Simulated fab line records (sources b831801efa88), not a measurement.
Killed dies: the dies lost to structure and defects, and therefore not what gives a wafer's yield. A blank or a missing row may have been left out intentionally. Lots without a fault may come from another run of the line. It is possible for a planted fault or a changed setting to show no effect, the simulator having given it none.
fab line records | flow sfqLine | part 1 of 2: steps 1 to 23 of 32
[record] lots = 5 wafers = 15 lastDay = 85
route steps=325 shown R5@219 I5@228 C5@240
lots that met no fault: from a run of the same line without faults
startH: start of the lot's first displayed wafer, in hours after the record's first day | waitH: hours from the lot's prior step to this one | " identical to the entry in the row above | L1.1+2: several wafers, shown together as one row | - no value, or no start given | * or withheld: withheld | < > ~ a bound
route shown NAME@n: a module of which the file shows steps, and the number in the route of the first | usual: mean/standard deviation taken from wafers without a fault | same: alike in all rows | chamber/n: place in a boat | sites: the reading at each site | _std_site: standard deviation across them | _edge_site: mean of outer sites minus mean of inner sites | radiusMm: how far each site lies from the wafer's centre | mask NAME#n: copy n | behind: the most recent tool/chamber to have shaped the wafer | hold: why the lot was held/for how many hours/how that ended | device: the transistor (n, p or np) that didn't switch | end of line: tests run on the same wafers once the route is complete | step lacking rows: just its recipe | killed: count of dies lost to structure and defects at first sort (not the wafer's yield) | map: per-die view of a wafer (x killed, . not killed, _ where there is no die)
set.NAME: the setting the step ran with; set.NAME@STEP: the setting that earlier step ran with | model.NAME: the simulator's own value behind a step, which no gauge read
lots seen at some steps along the route; tables by step, rows by wafer
services: the hour from which a tool's chamber was out of use, counted from the record's first day as startH (under 0 if before that day), plus the number of hours and why
[[steps]]
[step SFQ_TRILAYER_R5_LITHO_SOFTBAKE_140]
[recipe] tempC = withheld timeS = withheld resist = KrF
[usual] chillPlateTempC = *
// columns lot.wafer tool chamber startH waitH chillPlateTempC
L075.4 lithoTrack-01 0 1175.18 0.2 *
L075.5 " 0 " " *
L075.6 " 0 " " *
L076.3 lithoTrack-01 0 1247.71 0.2 *
L076.4 " 0 " " *
L076.5 " 0 " " *
L084.2 lithoTrack-04 0 1280.34 0.2 *
L084.5 " 0 " " *
L084.6 " 0 " " *
L086.1 lithoTrack-01 0 1301.25 0.2 *
L086.4 " 0 " " *
L086.6 " 0 " " *
L090.1 lithoTrack-02 0 1367.75 0.2 *
L090.4 " 0 " " *
L090.5 " 0 " " *
[step SFQ_TRILAYER_R5_LITHO_EXPOSE_137]
[recipe] maskId = R5 na = 0.6 sourceShape = conventional sigmaOuter = 0.65 targetCdNm = 500 doseMj = 14.4
// columns lot.wafer tool chamber startH waitH mask
L075.4+5+6 krfScanner-02 0 1305.80 - R5#0
L076.3+4+5 krfScanner-01 0 1388.56 - R5#0
L084.2+5+6 krfScanner-01 0 1428.28 - R5#0
L086.1+4+6 krfScanner-01 0 1450.88 - R5#0
L090.1+4+5 krfScanner-01 0 1506.00 - R5#0
[step SFQ_TRILAYER_R5_LITHO_PEB_139]
[recipe] pebTempC = 115 pebTimeS = 60 resist = KrF
[usual] chillPlateTempC = 23.00/0.11
// columns lot.wafer tool chamber startH waitH chillPlateTempC
L075.4 lithoTrack-04 0 1306.47 0.5 22.91
L075.5 " 0 " " 22.95
L075.6 " 0 " " 22.76
L076.3 lithoTrack-04 0 1389.41 0.7 23.19
L076.4 " 0 " " 23.17
L076.5 " 0 " " 23.21
L084.2 lithoTrack-04 0 1429.30 0.8 22.92
L084.5 " 0 " " 23.06
L084.6 " 0 " " 22.87
L086.1 lithoTrack-01 0 1452.08 1.0 23.12
L086.4 " 0 " " 22.90
L086.6 " 0 " " 22.94
L090.1 lithoTrack-02 0 1507.20 1.0 23.02
L090.4 " 0 " " 23.02
L090.5 " 0 " " 23.06
[step SFQ_TRILAYER_R5_LITHO_DEVELOP_138]
[recipe] timeS = 60 resist = KrF
[usual] chillPlateTempC = 23.00/0.1
[same] timeS = 60
// columns lot.wafer tool chamber startH waitH chillPlateTempC
L075.4 lithoTrack-04 0 1306.62 0.1 22.85
L075.5 " 0 " " 22.98
L075.6 " 0 " " 23.00
L076.3 lithoTrack-04 0 1389.56 0.1 23.11
L076.4 " 0 " " 23.14
L076.5 " 0 " " 23.09
L084.2 lithoTrack-04 0 1429.45 0.1 22.96
L084.5 " 0 " " 22.95
L084.6 " 0 " " 23.01
L086.1 lithoTrack-01 0 1452.23 0.1 23.11
L086.4 " 0 " " 22.97
L086.6 " 0 " " 23.10
L090.1 lithoTrack-02 0 1507.35 0.1 22.80
L090.4 " 0 " " 22.91
L090.5 " 0 " " 22.90
[step SFQ_R5_OVL_MEAS_935]
[usual] R5_OVL = 3/4.8
// columns lot.wafer tool chamber startH waitH R5_OVL[nm]
L075.4 overlay-02 - 1306.72 0.1 0
L075.5 " - " " -4
L075.6 " - " " -1
L076.3 overlay-02 - 1389.67 0.1 4
L076.4 " - " " 4
L076.5 " - " " 10
L084.2 overlay-02 - 1429.59 0.1 6
L084.5 " - " " 7
L084.6 " - " " 8
L086.1 overlay-01 - 1452.38 0.1 2
L086.4 " - " " -8
L086.6 " - " " -4
L090.1 overlay-01 - 1507.50 0.1 4
L090.4 " - " " 3
L090.5 " - " " 5
[step SFQ_TRILAYER_R5_BARC_OPEN_METAL_ETCH_177]
[recipe] maskMaterial = PR chemistry = O2 targetDepthNm = 125 target = BARC icpW = 600 biasW = 80 pressureMtorr = 10 timeS = 41.7
[usual] drypumpMotorCurrentA = 5.5/0.52 oesProductAu = 0.685/0.0052
[same] timeS = 41.7
// columns lot.wafer tool chamber startH waitH drypumpMotorCurrentA oesProductAu rfHoursCounterH
L075.4 rieMetal-01 0 1306.75 0.0 5.2 0.680 -
L075.5 " 1 " " 6.0 0.695 -
L075.6 " 0 " " 5.2 0.682 -
L076.3 rieMetal-03 1 1389.72 0.0 4.8 0.690 -
L076.4 " 0 " " 6.1 0.686 -
L076.5 " 1 " " 4.8 0.691 -
L084.2 rieMetal-02 1 1429.62 0.0 5.8 0.682 79
L084.5 " 0 " " 5.6 0.679 -
L084.6 " 1 " " 5.8 0.685 -
L086.1 rieMetal-03 0 1452.42 0.0 6.1 0.675 148
L086.4 " 0 " " 6.1 0.681 -
L086.6 " 0 " " 6.1 0.688 -
L090.1 rieMetal-01 0 1507.53 0.0 5.2 0.688 45
L090.4 " 1 " " 6.0 0.687 -
L090.5 " 0 " " 5.2 0.688 -
[step SFQ_TRILAYER_R5_ETCH_METAL_ETCH_139]
[recipe] stopOn = SiO2 maskMaterial = PR chemistry = Cl2 targetDepthNm = 60 icpW = 600 biasW = 80 pressureMtorr = 10 timeS = 40
[usual] drypumpMotorCurrentA = 5.5/0.52 oesProductAu = 0.992/0.0054
[same] timeS = 40
// columns lot.wafer tool chamber startH waitH drypumpMotorCurrentA oesProductAu rfHoursCounterH
L075.4 rieMetal-01 0 1306.81 0.0 5.2 0.991 -
L075.5 " 1 " " 6.0 0.981 -
L075.6 " 0 " " 5.2 0.999 -
L076.3 rieMetal-03 1 1389.78 0.0 4.8 0.991 -
L076.4 " 0 " " 6.1 0.983 -
L076.5 " 1 " " 4.8 0.992 -
L084.2 rieMetal-02 1 1429.67 0.0 5.8 0.993 79
L084.5 " 0 " " 5.6 0.985 -
L084.6 " 1 " " 5.8 1.000 -
L086.1 rieMetal-03 0 1452.47 0.0 6.2 0.979 148
L086.4 " 0 " " 6.1 0.993 -
L086.6 " 0 " " 6.1 0.987 -
L090.1 rieMetal-01 0 1507.59 0.0 5.2 0.992 45
L090.4 " 1 " " 6.0 0.988 -
L090.5 " 0 " " 5.2 0.988 -
[step SFQ_TRILAYER_R5_STRIP_STRIP_140]
[recipe] gas = O2 powerW = 200 platenTempC = 40 overashFraction = 0.65 chemistry = O2 pressureMtorr = 50
[usual] drypumpMotorCurrentA = 5.5/0.52 oesProductAu = 1.006/0.0099
// columns lot.wafer tool chamber startH waitH drypumpMotorCurrentA oesProductAu rfHoursCounterH
L075.4 rieMetal-01 0 1307.05 0.2 5.2 1.003 -
L075.5 " 1 " " 6.0 1.008 -
L075.6 " 0 " " 5.2 1.002 -
L076.3 rieMetal-03 1 1390.02 0.2 4.8 1.012 -
L076.4 " 0 " " 6.2 0.980 -
L076.5 " 1 " " 4.8 1.011 -
L084.2 rieMetal-02 1 1429.73 0.0 5.8 1.015 79
L084.5 " 0 " " 5.6 1.008 -
L084.6 " 1 " " 5.8 1.019 -
L086.1 rieMetal-03 0 1452.53 0.0 6.2 0.992 148
L086.4 " 0 " " 6.2 0.993 -
L086.6 " 0 " " 6.1 0.999 -
L090.1 rieMetal-01 0 1507.65 0.0 5.2 0.998 45
L090.4 " 1 " " 6.0 1.005 -
L090.5 " 0 " " 5.2 1.001 -
[step SFQ_TRILAYER_R5_STRIP_SOLV_CLEAN_141]
[recipe] chemistry = NMP tempC = 70 timeS = 600
[usual] bathHeatDutyPct = 13.5/1.5
[same] timeS = 600
// columns lot.wafer tool chamber startH waitH bathHeatDutyPct
L075.4 wetBench-03 3 1307.45 0.2 15.4
L075.5 " 0 " " 15.8
L075.6 " 1 " " 15.0
L076.3 wetBench-04 4 1390.42 0.2 11.1
L076.4 " 2 " " 13.6
L076.5 " 3 " " 12.3
L084.2 wetBench-02 0 1430.33 0.4 12.3
L084.5 " 4 " " 15.9
L084.6 " 6 " " 12.2
L086.1 wetBench-04 5 1453.13 0.4 14.4
L086.4 " 3 " " 12.1
L086.6 " 4 " " 12.2
L090.1 wetBench-02 3 1508.25 0.4 15.1
L090.4 " 6 " " 12.9
L090.5 " 2 " " 13.3
[step SFQ_TRILAYER_A5C_DEP_PECVD_142]
[recipe] material = SiO2 tempC = 150 timeS = 15.556 pressureTorr = 2.4 rfW = 183.3 precursor = SiH4/N2O targetThkNm = 70
[usual] heaterPowerW = 87/9.8 throttleValvePct = 24.2/0.68
[same] timeS = 15.556
// columns lot.wafer tool chamber startH waitH heaterPowerW throttleValvePct
L075.4 pecvd-04 0 1307.66 0.0 101 23.5
L075.5 " 1 " " 97 23.6
L075.6 " 2 " " 90 25.5
L076.3 pecvd-01 1 1390.59 0.0 91 23.7
L076.4 " 1 " " 94 23.5
L076.5 " 0 " " 74 24.4
L084.2 pecvd-02 1 1430.51 0.0 91 23.7
L084.5 " 1 " " 89 24.0
L084.6 " 2 " " 81 24.2
L086.1 pecvd-02 0 1453.31 0.0 88 24.0
L086.4 " 0 " " 89 23.7
L086.6 " 1 " " 94 23.9
L090.1 pecvd-02 1 1508.43 0.0 98 24.0
L090.4 " 1 " " 98 24.3
L090.5 " 2 " " 81 23.8
[step SFQ_TRILAYER_I5_LITHO_COAT_149]
[recipe] resist = BARC spinRpm = 3000 resistThkNm = 62
[usual] chillPlateTempC = 23.01/0.1 spinSpeedRpm = 2999.8/2.1
// columns lot.wafer tool chamber startH waitH chillPlateTempC spinSpeedRpm
L075.4 lithoTrack-02 0 1307.82 0.1 22.99 2999.0
L075.5 " 0 " " 22.91 2997.0
L075.6 " 0 " " 22.89 2997.0
L076.3 lithoTrack-04 0 1390.72 0.1 22.85 2998.6
L076.4 " 0 " " 22.84 2998.4
L076.5 " 0 " " 22.99 3000.3
L084.2 lithoTrack-02 0 1430.60 0.1 23.00 3000.3
L084.5 " 0 " " 22.99 3002.3
L084.6 " 0 " " 23.02 3002.9
L086.1 lithoTrack-03 0 1453.33 0.0 23.01 3000.8
L086.4 " 0 " " 23.12 3000.6
L086.6 " 0 " " 23.02 3002.3
L090.1 lithoTrack-02 0 1508.45 0.0 22.95 2999.9
L090.4 " 0 " " 23.16 3001.2
L090.5 " 0 " " 23.14 2999.2
[step SFQ_TRILAYER_I5_LITHO_COAT_144]
[recipe] resist = KrF spinRpm = 3000 resistThkNm = 650
[usual] chillPlateTempC = 23.00/0.12 spinSpeedRpm = 2999.9/2.1
// columns lot.wafer tool chamber startH waitH chillPlateTempC spinSpeedRpm
L075.4 lithoTrack-02 0 1308.12 0.2 22.97 3003.6
L075.5 " 0 " " 22.82 2999.3
L075.6 " 0 " " 22.88 2999.9
L076.3 lithoTrack-04 0 1391.02 0.2 22.98 3002.2
L076.4 " 0 " " 23.12 3002.2
L076.5 " 0 " " 23.08 2999.3
L084.2 lithoTrack-02 0 1430.90 0.2 22.92 3000.6
L084.5 " 0 " " 22.96 2997.7
L084.6 " 0 " " 22.98 2997.6
L086.1 lithoTrack-03 0 1453.63 0.2 22.92 3002.1
L086.4 " 0 " " 23.06 3002.6
L086.6 " 0 " " 22.99 3001.1
L090.1 lithoTrack-02 0 1508.75 0.2 22.95 2997.2
L090.4 " 0 " " 22.96 2999.0
L090.5 " 0 " " 23.13 2998.1
[step SFQ_TRILAYER_I5_LITHO_SOFTBAKE_148]
[recipe] tempC = withheld timeS = withheld resist = KrF
[usual] chillPlateTempC = *
// columns lot.wafer tool chamber startH waitH chillPlateTempC
L075.4 lithoTrack-02 0 1308.34 0.2 *
L075.5 " 0 " " *
L075.6 " 0 " " *
L076.3 lithoTrack-04 0 1391.27 0.2 *
L076.4 " 0 " " *
L076.5 " 0 " " *
L084.2 lithoTrack-02 0 1431.17 0.2 *
L084.5 " 0 " " *
L084.6 " 0 " " *
L086.1 lithoTrack-03 0 1453.93 0.2 *
L086.4 " 0 " " *
L086.6 " 0 " " *
L090.1 lithoTrack-02 0 1509.05 0.2 *
L090.4 " 0 " " *
L090.5 " 0 " " *
[step SFQ_TRILAYER_I5_LITHO_EXPOSE_145]
[recipe] maskId = I5 na = 0.6 sourceShape = conventional sigmaOuter = 0.65 targetCdNm = 700 doseMj = 21.3
// columns lot.wafer tool chamber startH waitH mask
L075.4+5+6 krfScanner-01 0 1455.08 - I5#0
L076.3+4+5 krfScanner-02 0 1528.12 - I5#0
L084.2+5+6 krfScanner-01 0 1558.05 - I5#0
L086.1+4+6 krfScanner-01 0 1577.05 - I5#0
L090.1+4+5 krfScanner-02 0 1629.49 - I5#0
[step SFQ_TRILAYER_I5_LITHO_PEB_147]
[recipe] pebTempC = 115 pebTimeS = 60 resist = KrF
[usual] chillPlateTempC = 23.01/0.11
// columns lot.wafer tool chamber startH waitH chillPlateTempC
L075.4 lithoTrack-04 0 1455.75 0.5 23.05
L075.5 " 0 " " 23.08
L075.6 " 0 " " 23.03
L076.3 lithoTrack-03 0 1528.97 0.7 22.91
L076.4 " 0 " " 22.99
L076.5 " 0 " " 23.03
L084.2 lithoTrack-04 0 1559.07 0.8 22.98
L084.5 " 0 " " 22.81
L084.6 " 0 " " 22.81
L086.1 lithoTrack-03 0 1578.25 1.0 22.84
L086.4 " 0 " " 22.90
L086.6 " 0 " " 22.77
L090.1 lithoTrack-02 0 1630.69 1.0 23.21
L090.4 " 0 " " 23.24
L090.5 " 0 " " 23.15
[step SFQ_TRILAYER_I5_LITHO_DEVELOP_146]
[recipe] timeS = 60 resist = KrF
[usual] chillPlateTempC = 22.98/0.11
[same] timeS = 60
// columns lot.wafer tool chamber startH waitH chillPlateTempC
L075.4 lithoTrack-04 0 1455.90 0.1 23.14
L075.5 " 0 " " 23.18
L075.6 " 0 " " 23.19
L076.3 lithoTrack-03 0 1529.12 0.1 23.05
L076.4 " 0 " " 23.07
L076.5 " 0 " " 23.03
L084.2 lithoTrack-04 0 1559.22 0.1 23.06
L084.5 " 0 " " 22.99
L084.6 " 0 " " 23.06
L086.1 lithoTrack-03 0 1578.40 0.1 22.93
L086.4 " 0 " " 22.88
L086.6 " 0 " " 22.89
L090.1 lithoTrack-02 0 1630.84 0.1 22.90
L090.4 " 0 " " 22.85
L090.5 " 0 " " 22.79
[step SFQ_I5_OVL_MEAS_936]
[usual] I5_OVL = 1/5.5
// columns lot.wafer tool chamber startH waitH I5_OVL[nm]
L075.4 overlay-02 - 1456.00 0.1 4
L075.5 " - " " 9
L075.6 " - " " 9
L076.3 overlay-01 - 1529.23 0.1 5
L076.4 " - " " 1
L076.5 " - " " 4
L084.2 overlay-02 - 1559.35 0.1 2
L084.5 " - " " -3
L084.6 " - " " -4
L086.1 overlay-01 - 1578.55 0.1 -8
L086.4 " - " " -2
L086.6 " - " " 1
L090.1 overlay-01 - 1630.99 0.1 5
L090.4 " - " " 1
L090.5 " - " " 4
[step SFQ_TRILAYER_I5_BARC_OPEN_VIA_ETCH_200]
[recipe] maskMaterial = PR chemistry = O2 targetDepthNm = 125 target = BARC sourceW = 500 biasW = 80 pressureMtorr = 30 timeS = 41.7
[usual] drypumpMotorCurrentA = 5.6/0.49 oesProductAu = 0.685/0.0041
[same] timeS = 41.7
// columns lot.wafer tool chamber startH waitH drypumpMotorCurrentA oesProductAu rfHoursCounterH
L075.4 rieDiel-02 2 1456.02 0.0 6.3 0.686 10
L075.5 " 2 " " 6.3 0.683 -
L075.6 " 1 " " 4.8 0.693 -
L076.3 rieDiel-01 3 1529.26 0.0 6.0 0.680 12
L076.4 " 3 " " 6.0 0.682 -
L076.5 " 1 " " 5.0 0.694 -
L084.2 rieDiel-02 3 1559.38 0.0 5.7 0.691 15
L084.5 " 0 " " 6.0 0.686 -
L084.6 " 1 " " 4.8 0.687 -
L086.1 rieDiel-01 0 1578.58 0.0 5.5 0.685 10
L086.4 " 2 " " 5.9 0.686 1
L086.6 " 0 " " 5.4 0.688 -
L090.1 rieDiel-01 0 1631.03 0.0 5.5 0.682 10
L090.4 " 3 " " 6.1 0.694 14
L090.5 " 2 " " 5.8 0.682 -
[step SFQ_TRILAYER_I5_ETCH_VIA_ETCH_147]
[recipe] stopOn = Nb maskMaterial = PR chemistry = CHF3 targetDepthNm = 360 sourceW = 500 biasW = 80 pressureMtorr = 30 timeS = withheld
[usual] drypumpMotorCurrentA = 5.6/0.49 oesProductAu = 0.989/0.0065
// columns lot.wafer tool chamber startH waitH drypumpMotorCurrentA oesProductAu
L075.4 rieDiel-02 2 1456.05 0.0 6.3 1.002
L075.5 " 2 " " 6.3 1.003
L075.6 " 1 " " 4.8 0.999
L076.3 rieDiel-01 3 1529.30 0.0 6.0 0.986
L076.4 " 3 " " 6.1 0.995
L076.5 " 1 " " 5.0 0.988
L084.2 rieDiel-02 3 1559.42 0.0 5.7 0.993
L084.5 " 0 " " 6.0 0.975
L084.6 " 1 " " 4.8 0.992
L086.1 rieDiel-01 0 1578.62 0.0 5.5 0.995
L086.4 " 2 " " 5.8 0.987
L086.6 " 0 " " 5.4 0.986
L090.1 rieDiel-01 0 1631.07 0.0 5.5 0.983
L090.4 " 3 " " 6.0 0.984
L090.5 " 2 " " 5.9 0.994
[step SFQ_TRILAYER_I5_STRIP_STRIP_148]
[recipe] gas = O2 powerW = 200 platenTempC = 40 overashFraction = 0.65 chemistry = O2 pressureMtorr = 50
[usual] drypumpMotorCurrentA = 5.63/0.26 oesProductAu = 1.001/0.0083
// columns lot.wafer tool chamber startH waitH drypumpMotorCurrentA oesProductAu rfHoursCounterH
L075.4 rieMetal-01 1 1456.40 - 5.98 0.997 -
L075.5 " 1 " " 6.00 0.999 -
L075.6 " 0 " " 5.22 0.987 -
L076.3 rieMetal-01 0 1529.65 - 5.23 0.993 -
L076.4 " 1 " " 5.97 0.998 -
L076.5 " 1 " " 5.99 1.015 -
L084.2 rieMetal-02 1 1559.57 - 5.77 1.005 97
L084.5 " 0 " " 5.57 1.004 -
L084.6 " 1 " " 5.78 1.011 -
L086.1 rieMetal-01 1 1578.77 - 5.98 1.011 68
L086.4 " 0 " " 5.22 0.998 -
L086.6 " 1 " " 5.97 1.002 -
L090.1 rieMetal-04 0 1631.22 - 5.58 1.000 62
L090.4 " 0 " " 5.58 1.008 -
L090.5 " 0 " " 5.58 1.005 -
[step SFQ_TRILAYER_I5_STRIP_SOLV_CLEAN_149]
[recipe] chemistry = NMP tempC = 70 timeS = 600
[usual] bathHeatDutyPct = 14.0/1.4
[same] timeS = 600
// columns lot.wafer tool chamber startH waitH bathHeatDutyPct
L075.4 wetBench-02 7 1456.80 0.2 11.7
L075.5 " 4 " " 15.0
L075.6 " 3 " " 16.5
L076.3 wetBench-03 5 1530.05 0.2 13.3
L076.4 " 3 " " 14.9
L076.5 " 2 " " 15.7
L084.2 wetBench-02 2 1560.17 0.4 14.8
L084.5 " 0 " " 12.7
L084.6 " 3 " " 14.7
L086.1 wetBench-03 0 1579.37 0.4 14.5
L086.4 " 6 " " 15.9
L086.6 " 7 " " 13.0
L090.1 wetBench-02 3 1631.82 0.4 16.3
L090.4 " 6 " " 13.5
L090.5 " 4 " " 15.3
[step SFQ_TRILAYER_C5_LITHO_COAT_156]
[recipe] resist = BARC spinRpm = 3000 resistThkNm = 62
[usual] chillPlateTempC = 23.01/0.11 spinSpeedRpm = 3000.5/2.2
// columns lot.wafer tool chamber startH waitH chillPlateTempC spinSpeedRpm
L075.4 lithoTrack-01 0 1457.13 0.1 23.07 3000.1
L075.5 " 0 " " 22.93 2997.3
L075.6 " 0 " " 23.09 3000.8
L076.3 lithoTrack-02 0 1530.34 0.1 23.10 3003.0
L076.4 " 0 " " 23.01 2998.5
L076.5 " 0 " " 23.14 2999.0
L084.2 lithoTrack-02 0 1560.40 0.1 23.30 3000.3
L084.5 " 0 " " 23.11 3001.5
L084.6 " 0 " " 23.00 3001.9
L086.1 lithoTrack-03 0 1579.55 0.0 23.09 3002.1
L086.4 " 0 " " 23.05 2997.6
L086.6 " 0 " " 23.10 2998.8
L090.1 lithoTrack-01 0 1631.99 0.0 23.18 3004.0
L090.4 " 0 " " 23.06 3004.2
L090.5 " 0 " " 23.03 3000.0
[step SFQ_TRILAYER_C5_LITHO_COAT_151]
[recipe] resist = KrF spinRpm = 3000 resistThkNm = 650
[usual] chillPlateTempC = 23.00/0.1 spinSpeedRpm = 2999.7/1.9
// columns lot.wafer tool chamber startH waitH chillPlateTempC spinSpeedRpm
L075.4 lithoTrack-01 0 1457.43 0.2 22.99 2999.5
L075.5 " 0 " " 22.94 2997.5
L075.6 " 0 " " 23.06 3000.2
L076.3 lithoTrack-02 0 1530.64 0.2 23.09 2998.1
L076.4 " 0 " " 23.17 3000.1
L076.5 " 0 " " 23.08 3000.0
L084.2 lithoTrack-02 0 1560.70 0.2 23.08 3000.5
L084.5 " 0 " " 23.09 2997.9
L084.6 " 0 " " 22.92 3001.4
L086.1 lithoTrack-03 0 1579.85 0.2 22.93 2998.7
L086.4 " 0 " " 22.94 3000.6
L086.6 " 0 " " 22.97 2998.4
L090.1 lithoTrack-01 0 1632.29 0.2 22.90 3001.7
L090.4 " 0 " " 22.79 2998.5
L090.5 " 0 " " 22.88 2997.3
